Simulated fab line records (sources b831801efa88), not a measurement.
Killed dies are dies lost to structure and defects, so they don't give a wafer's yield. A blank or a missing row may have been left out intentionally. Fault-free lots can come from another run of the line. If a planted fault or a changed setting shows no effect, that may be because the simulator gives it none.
fab line records / flow sky130 / part 2 of 2: steps 44 to 44 of 44
[record] lots = 6 wafers = 18 last_day = 49
route steps=708 shown DNWELL@41 PWDE@45 NWELL@56 PAD_OPEN@708
lots untouched by any fault: they come from a run of this same line in which no faults occurred
start_h: hours from the record's opening day to when the first of the lot's shown wafers began / wait_h: hours elapsed since this lot's preceding step / " as in the row above / L1.1+2: one row covering several wafers at once / - value missing, or start not given / * or withheld: withheld / < > ~ a bound
route shown NAME@n: NAME is a module with steps in the file, n the number in the route of the first one / usual: mean/standard deviation of fault-free wafers / same: alike in all rows / chamber/n: place in a boat / sites: the reading at each site / _std_site: standard deviation of those values / _edge_site: inner sites' mean taken away from outer sites' mean / radius_mm: how far each site lies from the wafer's centre / mask NAME#n: copy n / behind: the last tool/chamber to shape the wafer / hold: why the lot went on hold/how many hours it stayed there/how the hold came to an end / device: whichever transistor did not switch (one of n, p or np) / end of line: the tests these same wafers got at the end of their route / a step without rows: its recipe alone / killed: dies that structure and defects cost at the first sort, which is not the same as the wafer's yield / map: a wafer's dies, x killed, . not, _ none there
set.NAME: the run value of the setting; set.NAME@STEP: its run value at that earlier step / model.NAME: the simulator's own value behind a step, which no gauge read
lots at some steps of the route; a table a step, a row a wafer
services: the hour from which a tool's chamber was out of use, counted from the record's first day as start_h (under 0 if before that day), plus the number of hours and why
[[steps]]
[step SKY_PAD_OPEN_PROBE_99]
[usual] killed_at_M0_to_M3 = 44/7 killed_at_M4_up = 3.0/1.8 killed_at_contacts = 24/4.9 killed_at_front_end = 15/5 killed_at_other = 0.2/0.53 killed_dies = 87/8.7 killed_open = 48/6.8 killed_short = 39/5.7
[same] gross_dies = 492 killed_at_back_side = 0
lot.wafer=L567.1 tool=prober-02 chamber=- start_h=1075.55 wait_h=0.1 killed_at_M0_to_M3=43 killed_at_M4_up=4 killed_at_contacts=24 killed_at_front_end=19 killed_at_other=0 killed_dies=90 killed_open=52 killed_short=38 model.etest.res_p_drift_20v.line_ohm_um=1.122e+04 model.etest.res_p_drift_20v.rs_ohm_sq=9327 model.etest.res_pwde_under_gate.rs_ohm_sq=6176
lot.wafer=L567.4 tool=prober-02 chamber=- start_h=1075.70 wait_h=0.2 killed_at_M0_to_M3=42 killed_at_M4_up=1 killed_at_contacts=30 killed_at_front_end=16 killed_at_other=1 killed_dies=90 killed_open=43 killed_short=47 model.etest.res_p_drift_20v.line_ohm_um=1.148e+04 model.etest.res_p_drift_20v.rs_ohm_sq=9514 model.etest.res_pwde_under_gate.rs_ohm_sq=6182
lot.wafer=L567.5 tool=prober-02 chamber=- start_h=1075.75 wait_h=0.2 killed_at_M0_to_M3=49 killed_at_M4_up=7 killed_at_contacts=25 killed_at_front_end=25 killed_at_other=0 killed_dies=106 killed_open=55 killed_short=51 model.etest.res_p_drift_20v.line_ohm_um=1.108e+04 model.etest.res_p_drift_20v.rs_ohm_sq=9228 model.etest.res_pwde_under_gate.rs_ohm_sq=6130
lot.wafer=L577.1 tool=prober-01 chamber=- start_h=1147.94 wait_h=0.1 killed_at_M0_to_M3=41 killed_at_M4_up=4 killed_at_contacts=19 killed_at_front_end=25 killed_at_other=0 killed_dies=89 killed_open=51 killed_short=38 model.etest.res_p_drift_20v.line_ohm_um=9774 model.etest.res_p_drift_20v.rs_ohm_sq=8228 model.etest.res_pwde_under_gate.rs_ohm_sq=5596
lot.wafer=L577.2 tool=prober-01 chamber=- start_h=1147.99 wait_h=0.1 killed_at_M0_to_M3=43 killed_at_M4_up=4 killed_at_contacts=31 killed_at_front_end=8 killed_at_other=1 killed_dies=87 killed_open=44 killed_short=43 model.etest.res_p_drift_20v.line_ohm_um=1.038e+04 model.etest.res_p_drift_20v.rs_ohm_sq=8685 model.etest.res_pwde_under_gate.rs_ohm_sq=5614
lot.wafer=L577.6 tool=prober-01 chamber=- start_h=1148.19 wait_h=0.2 killed_at_M0_to_M3=33 killed_at_M4_up=3 killed_at_contacts=26 killed_at_front_end=21 killed_at_other=0 killed_dies=83 killed_open=46 killed_short=37 model.etest.res_p_drift_20v.line_ohm_um=9936 model.etest.res_p_drift_20v.rs_ohm_sq=8383 model.etest.res_pwde_under_gate.rs_ohm_sq=5583
lot.wafer=L579.1 tool=prober-02 chamber=- start_h=1150.57 wait_h=0.1 killed_at_M0_to_M3=49 killed_at_M4_up=2 killed_at_contacts=23 killed_at_front_end=10 killed_at_other=0 killed_dies=84 killed_open=45 killed_short=39 model.etest.res_p_drift_20v.line_ohm_um=9852 model.etest.res_p_drift_20v.rs_ohm_sq=8302 model.etest.res_pwde_under_gate.rs_ohm_sq=5519
lot.wafer=L579.4 tool=prober-02 chamber=- start_h=1150.72 wait_h=0.2 killed_at_M0_to_M3=56 killed_at_M4_up=5 killed_at_contacts=26 killed_at_front_end=18 killed_at_other=0 killed_dies=105 killed_open=54 killed_short=50 model.etest.res_p_drift_20v.line_ohm_um=1.009e+04 model.etest.res_p_drift_20v.rs_ohm_sq=8401 model.etest.res_pwde_under_gate.rs_ohm_sq=5547
lot.wafer=L579.6 tool=prober-02 chamber=- start_h=1150.82 wait_h=0.2 killed_at_M0_to_M3=41 killed_at_M4_up=2 killed_at_contacts=10 killed_at_front_end=10 killed_at_other=0 killed_dies=63 killed_open=33 killed_short=30 model.etest.res_p_drift_20v.line_ohm_um=9642 model.etest.res_p_drift_20v.rs_ohm_sq=8042 model.etest.res_pwde_under_gate.rs_ohm_sq=5550
lot.wafer=L581.3 tool=prober-02 chamber=- start_h=1160.68 wait_h=0.2 killed_at_M0_to_M3=38 killed_at_M4_up=4 killed_at_contacts=28 killed_at_front_end=18 killed_at_other=0 killed_dies=88 killed_open=46 killed_short=42 model.etest.res_p_drift_20v.line_ohm_um=1.179e+04 model.etest.res_p_drift_20v.rs_ohm_sq=9923 model.etest.res_pwde_under_gate.rs_ohm_sq=6154
lot.wafer=L581.5 tool=prober-02 chamber=- start_h=1160.78 wait_h=0.2 killed_at_M0_to_M3=39 killed_at_M4_up=4 killed_at_contacts=29 killed_at_front_end=13 killed_at_other=0 killed_dies=85 killed_open=48 killed_short=37 model.etest.res_p_drift_20v.line_ohm_um=1.124e+04 model.etest.res_p_drift_20v.rs_ohm_sq=9450 model.etest.res_pwde_under_gate.rs_ohm_sq=6166
lot.wafer=L581.6 tool=prober-02 chamber=- start_h=1160.83 wait_h=0.2 killed_at_M0_to_M3=44 killed_at_M4_up=2 killed_at_contacts=24 killed_at_front_end=15 killed_at_other=0 killed_dies=85 killed_open=49 killed_short=36 model.etest.res_p_drift_20v.line_ohm_um=1.144e+04 model.etest.res_p_drift_20v.rs_ohm_sq=9663 model.etest.res_pwde_under_gate.rs_ohm_sq=6144
lot.wafer=L582.1 tool=prober-01 chamber=- start_h=1162.97 wait_h=0.1 killed_at_M0_to_M3=48 killed_at_M4_up=6 killed_at_contacts=28 killed_at_front_end=11 killed_at_other=0 killed_dies=93 killed_open=50 killed_short=43 model.etest.res_p_drift_20v.line_ohm_um=1.158e+04 model.etest.res_p_drift_20v.rs_ohm_sq=9516 model.etest.res_pwde_under_gate.rs_ohm_sq=6119
lot.wafer=L582.4 tool=prober-01 chamber=- start_h=1163.12 wait_h=0.2 killed_at_M0_to_M3=49 killed_at_M4_up=2 killed_at_contacts=28 killed_at_front_end=15 killed_at_other=0 killed_dies=94 killed_open=58 killed_short=36 model.etest.res_p_drift_20v.line_ohm_um=1.146e+04 model.etest.res_p_drift_20v.rs_ohm_sq=9558 model.etest.res_pwde_under_gate.rs_ohm_sq=6122
lot.wafer=L582.6 tool=prober-01 chamber=- start_h=1163.22 wait_h=0.2 killed_at_M0_to_M3=45 killed_at_M4_up=5 killed_at_contacts=20 killed_at_front_end=18 killed_at_other=0 killed_dies=88 killed_open=54 killed_short=34 model.etest.res_p_drift_20v.line_ohm_um=1.081e+04 model.etest.res_p_drift_20v.rs_ohm_sq=9011 model.etest.res_pwde_under_gate.rs_ohm_sq=6099
lot.wafer=L584.1 tool=prober-01 chamber=- start_h=1175.13 wait_h=0.1 killed_at_M0_to_M3=46 killed_at_M4_up=1 killed_at_contacts=16 killed_at_front_end=29 killed_at_other=1 killed_dies=93 killed_open=56 killed_short=37 model.etest.res_p_drift_20v.line_ohm_um=1.198e+04 model.etest.res_p_drift_20v.rs_ohm_sq=9916 model.etest.res_pwde_under_gate.rs_ohm_sq=6274
lot.wafer=L584.3 tool=prober-01 chamber=- start_h=1175.23 wait_h=0.2 killed_at_M0_to_M3=39 killed_at_M4_up=2 killed_at_contacts=29 killed_at_front_end=16 killed_at_other=0 killed_dies=86 killed_open=47 killed_short=39 model.etest.res_p_drift_20v.line_ohm_um=1.122e+04 model.etest.res_p_drift_20v.rs_ohm_sq=9550 model.etest.res_pwde_under_gate.rs_ohm_sq=6312
lot.wafer=L584.5 tool=prober-01 chamber=- start_h=1175.33 wait_h=0.2 killed_at_M0_to_M3=50 killed_at_M4_up=2 killed_at_contacts=18 killed_at_front_end=16 killed_at_other=0 killed_dies=86 killed_open=53 killed_short=33 model.etest.res_p_drift_20v.line_ohm_um=1.111e+04 model.etest.res_p_drift_20v.rs_ohm_sq=9339 model.etest.res_pwde_under_gate.rs_ohm_sq=6331
// killed by level:class
L567.1 VIA1:geometric_particle:open=10 CONTACT:geometric_particle:open=8 LI_CONTACT:geometric_particle:open=7 VIA3:geometric_particle:open=7 FIELD_ISO:geometric_particle:short=6 VIA2:geometric_particle:open=6 METAL2:geometric_particle:short=5 POLY_GATE:geometric_particle:open=4
L567.4 VIA1:geometric_particle:open=15 CONTACT:geometric_particle:open=9 CONTACT:geometric_particle:short=7 VIA1:geometric_particle:short=7 LI_CONTACT:geometric_particle:short=6 METAL1:geometric_particle:short=5 POLY_GATE:geometric_particle:short=5 FIELD_ISO:geometric_particle:short=4
L567.5 CONTACT:geometric_particle:open=13 METAL1:geometric_particle:short=10 VIA1:geometric_particle:open=10 METAL2:geometric_particle:short=7 LI_CONTACT:geometric_particle:open=6 VIA1:geometric_particle:short=6 VIA2:geometric_particle:open=6 FIELD_ISO:geometric_particle:short=5
L577.1 FIELD_ISO:geometric_particle:open=11 METAL2:geometric_particle:short=10 VIA2:geometric_particle:open=9 CONTACT:geometric_particle:open=7 VIA1:geometric_particle:open=6 LOCAL_INTERCONNECT:geometric_particle:short=4 CONTACT:geometric_particle:short=4 FIELD_ISO:geometric_particle:short=3
L577.2 METAL2:geometric_particle:short=9 CONTACT:geometric_particle:open=9 LI_CONTACT:geometric_particle:open=8 VIA2:geometric_particle:open=6 METAL1:geometric_particle:short=6 LOCAL_INTERCONNECT:geometric_particle:short=5 VIA3:geometric_particle:open=5 LOCAL_INTERCONNECT:geometric_particle:open=4
L577.6 CONTACT:geometric_particle:open=11 VIA2:geometric_particle:open=7 POLY_GATE:geometric_particle:open=6 POLY_GATE:geometric_particle:short=5 LI_CONTACT:geometric_particle:open=5 VIA1:geometric_particle:short=5 METAL3:geometric_particle:short=5 LOCAL_INTERCONNECT:geometric_particle:open=4
L579.1 CONTACT:geometric_particle:open=8 VIA1:geometric_particle:open=7 METAL1:geometric_particle:short=7 VIA1:geometric_particle:short=7 VIA3:geometric_particle:open=7 METAL2:geometric_particle:short=6 LI_CONTACT:geometric_particle:open=6 CONTACT:geometric_particle:short=5
L579.4 VIA1:geometric_particle:open=11 CONTACT:geometric_particle:open=9 VIA1:geometric_particle:short=8 VIA3:geometric_particle:open=7 METAL1:geometric_particle:short=7 VIA2:geometric_particle:open=7 FIELD_ISO:geometric_particle:open=6 METAL2:geometric_particle:short=6
L579.6 VIA1:geometric_particle:open=10 METAL2:geometric_particle:short=8 VIA3:geometric_particle:open=7 CONTACT:geometric_particle:open=4 VIA2:geometric_particle:open=4 VIA2:geometric_particle:short=4 FIELD_ISO:geometric_particle:short=3 FIELD_ISO:geometric_particle:open=3
L581.3 CONTACT:geometric_particle:open=12 FIELD_ISO:geometric_particle:open=7 VIA1:geometric_particle:open=6 LI_CONTACT:geometric_particle:open=6 METAL1:geometric_particle:short=6 METAL2:geometric_particle:short=5 VIA1:geometric_particle:short=4 CONTACT:geometric_particle:short=4
L581.5 CONTACT:geometric_particle:open=13 LI_CONTACT:geometric_particle:open=10 VIA2:geometric_particle:open=8 VIA1:geometric_particle:open=7 FIELD_ISO:geometric_particle:short=5 METAL1:geometric_particle:short=5 VIA1:geometric_particle:short=5 METAL3:geometric_particle:short=4
L581.6 VIA1:geometric_particle:open=17 CONTACT:geometric_particle:open=9 VIA2:geometric_particle:open=6 POLY_GATE:geometric_particle:open=6 LI_CONTACT:geometric_particle:open=6 VIA1:geometric_particle:short=5 CONTACT:geometric_particle:short=4 METAL2:geometric_particle:short=4
L582.1 VIA1:geometric_particle:open=11 LI_CONTACT:geometric_particle:open=8 METAL2:geometric_particle:short=8 CONTACT:geometric_particle:open=7 LI_CONTACT:geometric_particle:short=6 METAL1:geometric_particle:short=6 VIA1:geometric_particle:short=6 VIA3:geometric_particle:open=6
L582.4 VIA1:geometric_particle:open=14 CONTACT:geometric_particle:open=9 VIA2:geometric_particle:open=9 LOCAL_INTERCONNECT:geometric_particle:open=5 METAL1:geometric_particle:short=5 METAL2:geometric_particle:short=5 POLY_GATE:geometric_particle:open=4 LI_CONTACT:geometric_particle:open=4
L582.6 VIA1:geometric_particle:open=15 CONTACT:geometric_particle:open=9 VIA3:geometric_particle:open=7 METAL1:geometric_particle:short=6 VIA2:geometric_particle:open=6 FIELD_ISO:geometric_particle:open=5 METAL2:geometric_particle:short=5 POLY_GATE:geometric_particle:short=4
L584.1 VIA1:geometric_particle:open=11 VIA2:geometric_particle:open=9 CONTACT:geometric_particle:open=9 FIELD_ISO:geometric_particle:open=8 POLY_GATE:geometric_particle:open=8 POLY_GATE:geometric_particle:short=6 METAL2:geometric_particle:short=6 METAL1:geometric_particle:short=5
L584.3 LI_CONTACT:geometric_particle:open=12 VIA1:geometric_particle:open=9 VIA3:geometric_particle:open=7 CONTACT:geometric_particle:open=6 FIELD_ISO:geometric_particle:open=5 LOCAL_INTERCONNECT:geometric_particle:short=5 VIA1:geometric_particle:short=5 FIELD_ISO:geometric_particle:short=4
L584.5 VIA1:geometric_particle:open=17 LI_CONTACT:geometric_particle:open=8 VIA2:geometric_particle:open=8 VIA3:geometric_particle:open=5 FIELD_ISO:geometric_particle:open=4 POLY_GATE:geometric_particle:short=4 CONTACT:geometric_particle:short=4 VIA1:geometric_particle:short=4
[[services]]
tool=implanter-02 chamber=- start_h=105.20 hours=6.4 kind=repair
tool=plasma_asher-01 chamber=- start_h=108.75 hours=9.0 kind=pm
tool=plasma_asher-01 chamber=0 start_h=108.75 hours=9.0 kind=vent_cycle
tool=plasma_asher-01 chamber=1 start_h=108.75 hours=9.0 kind=vent_cycle
tool=implanter-02 chamber=- start_h=111.59 hours=12.7 kind=pm
tool=plasma_asher-01 chamber=0 start_h=117.75 hours=- kind=clean
tool=plasma_asher-01 chamber=1 start_h=117.75 hours=- kind=clean
tool=plasma_asher-01 chamber=- start_h=121.61 hours=2.8 kind=pm
tool=rtp_anneal-02 chamber=- start_h=121.88 hours=4.9 kind=pm
tool=plasma_asher-01 chamber=- start_h=124.45 hours=1.0 kind=repair
tool=implanter-02 chamber=- start_h=140.39 hours=3.5 kind=pm
tool=implanter-04 chamber=- start_h=143.47 hours=16.1 kind=pm
tool=implanter-02 chamber=- start_h=171.39 hours=3.9 kind=repair
tool=plasma_asher-02 chamber=- start_h=172.60 hours=19.1 kind=repair
tool=implanter-04 chamber=- start_h=177.29 hours=6.5 kind=pm
tool=plasma_asher-02 chamber=- start_h=186.30 hours=5.3 kind=repair
tool=implanter-02 chamber=- start_h=190.71 hours=6.3 kind=repair
tool=implanter-03 chamber=- start_h=204.08 hours=2.4 kind=repair
tool=rtp_anneal-01 chamber=- start_h=204.67 hours=4.1 kind=pm
[[key]]
[first_sign] step = SKY_PWDE_IMPLANT_08 reading = end_station_pressure_torr direction = up sigmas = 99+ usual = 5.02e-06 struck = 7.229e-05
[effect] step = SKY_PWDE_IMPLANT_08 reading = faraday_current_uA direction = down sigmas = 7.5 usual = 20.3 struck = 17.7
[effect] step = SKY_PWDE_TW_MEAS_10 reading = PWDE_TW direction = up sigmas = 7.2 usual = 374.3 struck = 386.7
[effect] step = SKY_NWELL_RS_MEAS_31 reading = PWDE_RS direction = down sigmas = 26 usual = 5283 struck = 4839
[model_effect] step = SKY_PAD_OPEN_PROBE_99 value = etest.res_p_drift_20v.line_ohm_um without = 1.1e+04 struck = 9944
met_at SKY_PWDE_IMPLANT_08
struck_wafers L577.1,L577.2,L577.6,L579.1,L579.4,L579.6
tester_left_out L577,L579
onset_between 72.67 132.15
[fault] kind = process_parameter_drift tool = implanter-04 chamber = - onset_h = 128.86 steps = SKY_PWDE_IMPLANT_08 channel = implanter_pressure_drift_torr offset = 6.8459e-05 shape = step end_h = 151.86
[fault] kind = process_parameter_drift tool = implanter-04 chamber = - onset_h = 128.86 steps = SKY_PWDE_IMPLANT_08 channel = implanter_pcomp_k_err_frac offset = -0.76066 shape = step end_h = 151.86
// tester_left_out: of these lots the tester's yield and bins aren't shown, on N5 and GAA mostly nor the transistor test; their killed dies are dies lost to structure and defects alone, not to doping, threshold or leakage, so they don't give the yield
